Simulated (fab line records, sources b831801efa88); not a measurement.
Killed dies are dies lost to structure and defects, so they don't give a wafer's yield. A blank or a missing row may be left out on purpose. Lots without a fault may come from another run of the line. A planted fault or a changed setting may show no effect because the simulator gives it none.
Which tool did it? | flow sky130 | 11 lots, 33 wafers sampled, at 5 steps of a route of 708

WHAT THE GAUGES READ, wafer by wafer
SKY_LOCAL_INTERCONNECT_RS_MEAS_01: measures by four-point-probe. Usual: LOCAL_INTERCONNECT_TIN_RS 13.60 ohm/sq, standard deviation 0.15.
lot  | measured     | on            | LOCAL_INTERCONNECT_TIN_RS (ohm/sq) | flag
L292 | day 30 11:06 | film_metro-01 | 13.38 13.33 13.32                  |
L294 | day 30 14:52 | film_metro-01 | 13.63 13.67 13.54                  |
L296 | day 31 15:35 | film_metro-01 | 13.83 13.43 13.81                  |
L298 | day 32 04:41 | film_metro-02 | 13.39 13.49 13.45                  |
L299 | day 32 05:14 | film_metro-03 | 13.65 13.50 13.73                  |
L301 | day 32 07:16 | film_metro-03 | 13.39 13.55 13.55                  |
L300 | day 32 18:29 | film_metro-03 | 13.43 13.45 13.61                  |
L302 | day 33 12:38 | film_metro-01 | 13.87 13.74 13.84                  |
L308 | day 34 22:41 | film_metro-01 | 13.45 13.32 13.47                  |
L311 | day 36 06:43 | film_metro-03 | 13.73 13.67 13.70                  |
L313 | day 36 11:30 | film_metro-01 | 13.70 13.65 13.69                  |

SKY_CONTACT_THK_MEAS_01. Usual: CONTACT_CVD_00_THK 75.0 nm, standard deviation 0.84.
lot  | measured     | on            | CONTACT_CVD_00_THK (nm) | flag
L292 | day 31 08:34 | film_metro-01 | 75.0 75.3 76.2          |
L294 | day 31 17:05 | film_metro-02 | 74.3 75.5 74.9          |
L296 | day 32 20:12 | film_metro-01 | 74.5 74.5 75.4          |
L298 | day 33 07:52 | film_metro-02 | 73.7 75.9 75.4          |
L299 | day 33 08:14 | film_metro-04 | 74.4 73.6 74.9          |
L301 | day 33 10:06 | film_metro-02 | 148.1 151.2 151.8       | OFF
L300 | day 33 21:25 | film_metro-02 | 74.3 74.1 75.2          |
L302 | day 34 15:42 | film_metro-02 | 75.0 74.4 76.1          |
L308 | day 36 02:02 | film_metro-01 | 148.7 151.0 151.2       | OFF
L311 | day 37 09:40 | film_metro-04 | 74.2 73.1 76.4          |
L313 | day 37 15:02 | film_metro-02 | 75.0 73.6 74.2          |

SKY_CONTACT_THK_MEAS_03. Usual: CONTACT_HDPCVD_THK 562 nm, standard deviation 6.8.
lot  | measured     | on            | CONTACT_HDPCVD_THK (nm) | flag
L292 | day 31 08:41 | film_metro-02 | 564 566 573             |
L294 | day 31 17:13 | film_metro-02 | 567 566 558             |
L296 | day 32 20:20 | film_metro-02 | 561 569 569             |
L298 | day 33 07:59 | film_metro-04 | 555 556 560             |
L299 | day 33 08:22 | film_metro-01 | 575 573 567             |
L301 | day 33 10:14 | film_metro-04 | 548 559 556             |
L300 | day 33 21:32 | film_metro-04 | 557 559 555             |
L302 | day 34 15:50 | film_metro-04 | 555 546 550             |
L308 | day 36 02:10 | film_metro-04 | 564 561 565             |
L311 | day 37 09:47 | film_metro-02 | 563 559 565             |
L313 | day 37 15:10 | film_metro-02 | 559 560 555             |

WHICH TOOL RAN EACH LOT (tool, then ch and the chambers of the sampled wafers, then the start)
lot  | SKY_LOCAL_INTERCONNECT_STRIP_15      | SKY_CONTACT_CVD_00
L292 | plasma_asher-04 ch 0,1, day 31 07:56 | pecvd-04 ch 0,1,2, day 31 08:31
L294 | plasma_asher-04 ch 0,1, day 31 16:23 | pecvd-04 ch 0,1,2, day 31 17:02
L296 | plasma_asher-02 ch 0,1, day 32 19:34 | pecvd-01 ch 0,1,2, day 32 20:10
L298 | plasma_asher-04 ch 0,1, day 33 07:14 | pecvd-03 ch 0,2, day 33 07:50
L299 | plasma_asher-01 ch 0,1, day 33 07:35 | pecvd-04 ch 1,2, day 33 08:13
L301 | plasma_asher-02 ch 0,1, day 33 09:14 | pecvd-01 ch 0,1, day 33 09:52
L300 | plasma_asher-04 ch 0,1, day 33 20:44 | pecvd-04 ch 0,1,2, day 33 21:22
L302 | plasma_asher-04 ch 0,1, day 34 15:02 | pecvd-01 ch 1,2, day 34 15:38
L308 | plasma_asher-04 ch 0,1, day 36 01:08 | pecvd-01 ch 0,2, day 36 01:00
L311 | plasma_asher-02 ch 0,1, day 37 08:32 | pecvd-04 ch 0,1,2, day 37 09:38
L313 | plasma_asher-02 ch 0,1, day 37 14:03 | pecvd-04 ch 0,1,2, day 37 14:59
- SKY_LOCAL_INTERCONNECT_STRIP_15: strips in O2/N2.
- SKY_CONTACT_CVD_00: deposits Si3N4, target thk 75 nm.

WHAT THE TOOLS THEMSELVES READ (means of the sampled wafers that have a number; where no wafer has one, the mark that the record gives instead)
SKY_LOCAL_INTERCONNECT_STRIP_15. Usual: drypump_motor_current_A 5.5 A, standard deviation 0.53; oes_product_au 0.427 a.u., standard deviation 0.0047; strip_time_to_endpoint_s 4.719 s, standard deviation 0.025.
lot  | tool            | drypump_motor_current_A (A) | oes_product_au (a.u.) | strip_time_to_endpoint_s (s) | flag
L292 | plasma_asher-04 | 5.5                         | 0.429                 | 4.754                        |
L294 | plasma_asher-04 | 5.3                         | 0.431                 | 4.736                        |
L296 | plasma_asher-02 | 6.2                         | 0.428                 | 4.741                        |
L298 | plasma_asher-04 | 5.5                         | 0.427                 | 4.746                        |
L299 | plasma_asher-01 | 5.2                         | 0.429                 | 4.684                        |
L301 | plasma_asher-02 | 5.8                         | 0.431                 | 4.769                        |
L300 | plasma_asher-04 | 5.5                         | 0.428                 | 4.738                        |
L302 | plasma_asher-04 | 5.3                         | 0.433                 | 4.721                        |
L308 | plasma_asher-04 | 5.5                         | 0.425                 | 4.709                        |
L311 | plasma_asher-02 | 5.8                         | 0.425                 | 4.709                        |
L313 | plasma_asher-02 | 6.3                         | 0.424                 | 4.704                        |

SKY_CONTACT_CVD_00. Usual: heater_power_w 706 W, standard deviation 71.
lot  | tool     | heater_power_w (W) | flag
L292 | pecvd-04 | 672                |
L294 | pecvd-04 | 689                |
L296 | pecvd-01 | 692                |
L298 | pecvd-03 | 714                |
L299 | pecvd-04 | 706                |
L301 | pecvd-01 | 702                |
L300 | pecvd-04 | 645                |
L302 | pecvd-01 | 671                |
L308 | pecvd-01 | 676                |
L311 | pecvd-04 | 679                |
L313 | pecvd-04 | 671                |

THE ANSWER, worked out from the rows above alone
Rule: a lot is off if the mean of its wafers that have a number lies more than 3 standard deviations from the usual mean. A lot without any number at a reading at which 4 lots or more have one is off too. The other lots that the step has rows for count as sound. The gauges are gone through in route order, then the tools' own readings, and for those a lot's mean is taken as printed above. The first step at which some lot is off is used, and at that step the reading that is off furthest; a lot without a number counts as furthest.
Off: L301, L308, at SKY_CONTACT_THK_MEAS_01 (CONTACT_CVD_00_THK).
A tool fits if, at a process step before that reading, it ran every lot that is off, and no sound lot after the first of them. The gauges at SKY_CONTACT_THK_MEAS_01 are tried like those tools. None of those tried fits.

WHAT THE SIMULATOR HAD PUT IN
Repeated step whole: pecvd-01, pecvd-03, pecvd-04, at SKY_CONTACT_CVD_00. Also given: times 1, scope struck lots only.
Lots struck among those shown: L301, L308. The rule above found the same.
